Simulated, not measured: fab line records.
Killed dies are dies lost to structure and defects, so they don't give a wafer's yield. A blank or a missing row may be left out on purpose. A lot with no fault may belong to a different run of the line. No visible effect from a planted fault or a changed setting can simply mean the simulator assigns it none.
What tool caused it?    flow gf180mcu    36 wafers from 12 lots sampled at 6 of the route's 602 steps

== WHAT EACH GAUGE READ, for each wafer ==
GF_SALICIDE_THK_MEAS_05: measures by xrf.
lot   measured      on             SALICIDE_TIN_THK (nm)
L363  day 15 06:20  film metro-02  19.92 20.09 20.01
L364  day 15 18:43  film metro-02  20.04 20.18 20.18
L366  day 16 09:22  film metro-04  20.46 20.39 20.20
L367  day 16 18:28  film metro-02  19.89 19.93 20.04
L369  day 17 14:19  film metro-02  20.59 20.48 20.54
L372  day 18 23:49  film metro-04  20.17 20.00 20.16
L373  day 19 05:47  film metro-04  20.11 19.99 20.16
L375  day 20 03:52  film metro-03  19.94 20.22 20.26
L377  day 20 23:43  film metro-03  19.66 19.82 20.31
L378  day 21 08:49  film metro-03  20.43 20.02 20.15
L383  day 22 23:49  film metro-04  20.38 20.39 20.31
L384  day 23 03:59  film metro-03  20.61 20.56 20.67

GF_V2_CD_MEAS_14: target cd 260 nm.
lot   measured      on         cd nm (nm)
L363  day 20 10:32  cd sem-01  260.5 260.9 262.1
L364  day 20 20:50  cd sem-01  257.1 256.3 256.5
L366  day 21 14:56  cd sem-01  261.1 260.0 260.9
L367  day 22 00:08  cd sem-02  259.7 258.2 258.9
L369  day 22 20:52  cd sem-01  259.8 259.7 259.6
L372  day 24 04:25  cd sem-01  260.1 260.5 260.8
L373  day 24 10:35  cd sem-02  260.6 260.6 261.4
L375  day 25 05:19  cd sem-01  259.6 261.1 260.3
L377  day 25 22:35  cd sem-01  257.4 256.7 256.0
L378  day 26 07:13  cd sem-02  260.9 260.6 259.9
L383  day 27 17:29  cd sem-01  261.4 259.7 260.7
L384  day 27 21:26  cd sem-02  257.8 259.3 259.6

GF_V2_RS_MEAS_24: uses a four-point probe to measure.
lot   measured      on             V2_W_RS (ohm/sq)
L363  day 20 11:38  film metro-04  0.330 0.327 0.330
L364  day 20 21:55  film metro-01  0.329 0.324 0.331
L366  day 21 15:58  film metro-04  0.327 0.329 0.328
L367  day 22 01:11  film metro-02  0.327 0.325 0.327
L369  day 22 22:18  film metro-02  0.333 0.330 0.331
L372  day 24 05:29  film metro-02  0.324 0.326 0.325
L373  day 24 11:37  film metro-04  0.329 0.332 0.336
L375  day 25 06:21  film metro-04  0.326 0.307 0.309
L377  day 25 23:37  film metro-01  0.326 0.330 0.329
L378  day 26 08:14  film metro-01  0.298 0.298 0.300
L383  day 27 18:31  film metro-01  0.327 0.327 0.329
L384  day 27 22:28  film metro-04  0.327 0.330 0.330

GF_V2_THK_MEAS_25: measures by xrf.
lot   measured      on             V2_W_THK (nm)
L363  day 20 11:43  film metro-04  350 355 351
L364  day 20 22:01  film metro-01  355 360 351
L366  day 21 16:05  film metro-04  357 354 357
L367  day 22 01:18  film metro-02  370 372 368
L369  day 22 22:24  film metro-02  362 365 364
L372  day 24 05:36  film metro-02  369 366 365
L373  day 24 11:43  film metro-04  355 355 348
L375  day 25 06:28  film metro-04  355 378 376
L377  day 25 23:44  film metro-01  364 356 358
L378  day 26 08:22  film metro-01  396 396 392
L383  day 27 18:37  film metro-01  356 354 351
L384  day 27 22:35  film metro-04  361 359 354

== WHICH TOOL RAN EACH LOT (tool, then ch and the chambers of the sampled wafers, then the start) ==
lot   GF_CONTACT_SPUTTER_22         GF_V2_CVD_23
L363  pvd sputter-03, day 16 06:08  cvd w-02 ch 0,1, day 20 11:29
L364  pvd sputter-04, day 16 17:49  cvd w-01 ch 0,1, day 20 21:47
L366  pvd sputter-04, day 17 09:46  cvd w-02 ch 0,1, day 21 15:50
L367  pvd sputter-03, day 17 18:11  cvd w-02 ch 0,1, day 22 01:04
L369  pvd sputter-03, day 18 15:22  cvd w-01 ch 0,1, day 22 22:11
L372  pvd sputter-04, day 20 01:19  cvd w-02 ch 0,1, day 24 05:22
L373  pvd sputter-04, day 20 07:42  cvd w-01 ch 0,1, day 24 11:29
L375  pvd sputter-04, day 21 04:47  cvd w-02 ch 0,1, day 25 06:13
L377  pvd sputter-04, day 22 01:28  cvd w-01 ch 0,1, day 25 23:31
L378  pvd sputter-04, day 22 10:04  cvd w-02 ch 0, day 26 08:08
L383  pvd sputter-03, day 23 23:49  cvd w-01 ch 0,1, day 27 18:23
L384  pvd sputter-03, day 24 03:57  cvd w-01 ch 0, day 27 22:20
- GF_CONTACT_SPUTTER_22: material Ti, target thk 15 nm, time 80.02 s.
- GF_V2_CVD_23: deposits W, target thk 350 nm, time 104.94 s.

== WHAT THE TOOLS THEMSELVES READ (means of the sampled wafers that have a number; where no wafer has one, the mark that the record gives instead) ==
GF_CONTACT_SPUTTER_22.
lot   tool            throttle valve pct (%)
L363  pvd sputter-03  28.8
L364  pvd sputter-04  29.6
L366  pvd sputter-04  29.4
L367  pvd sputter-03  29.6
L369  pvd sputter-03  29.0
L372  pvd sputter-04  29.0
L373  pvd sputter-04  29.8
L375  pvd sputter-04  30.0
L377  pvd sputter-04  29.4
L378  pvd sputter-04  29.7
L383  pvd sputter-03  29.6
L384  pvd sputter-03  28.2

GF_V2_CVD_23.
lot   tool      heater power w (W)
L363  cvd w-02  826
L364  cvd w-01  805
L366  cvd w-02  771
L367  cvd w-02  833
L369  cvd w-01  803
L372  cvd w-02  830
L373  cvd w-01  817
L375  cvd w-02  826
L377  cvd w-01  812
L378  cvd w-02  870
L383  cvd w-01  821
L384  cvd w-01  811

== THE ANSWER, worked out from the rows above alone ==
Rule: the lots themselves supply what counts as usual. The widest of any qualifying gaps counts: lots, ordered by their means at a reading, are off when they make up no more than a third of the lots, leave a main group of 4 or more, and stand apart from it by 3 or more times the standard deviation of that group's means. The tables above print the reading to a certain number of digits; a main group whose means all agree to those digits is not used. A lot without any number at a reading at which 4 lots or more have one is off too. All remaining lots with rows at the step are treated as sound. The gauges are gone through in route order, then the tools' own readings, and for those a lot's mean is taken as printed above. The first step at which some lot is off is used, and at that step the reading that is off furthest; a lot without a number counts as furthest.
Off: L375, L378, seen at GF_V2_RS_MEAS_24 (V2_W_RS). Main group: mean 0.329 ohm/sq, sd 0.002.
If a tool, at a process step before that reading, ran all the lots that are off and no sound lot after the first of them, it fits. Those tools and the gauges at GF_V2_RS_MEAS_24 are tried in the same way. One fits: cvd w-02 at GF_V2_CVD_23. Its last sound lot is L372 (day 24 05:22), its first lot that is off L375 (day 25 06:13): a fault that began between those two fits.

== WHAT THE SIMULATOR HAD PUT IN ==
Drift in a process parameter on cvd w-02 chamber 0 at GF_V2_CVD_23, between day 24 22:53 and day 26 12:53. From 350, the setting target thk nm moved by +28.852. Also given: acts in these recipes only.
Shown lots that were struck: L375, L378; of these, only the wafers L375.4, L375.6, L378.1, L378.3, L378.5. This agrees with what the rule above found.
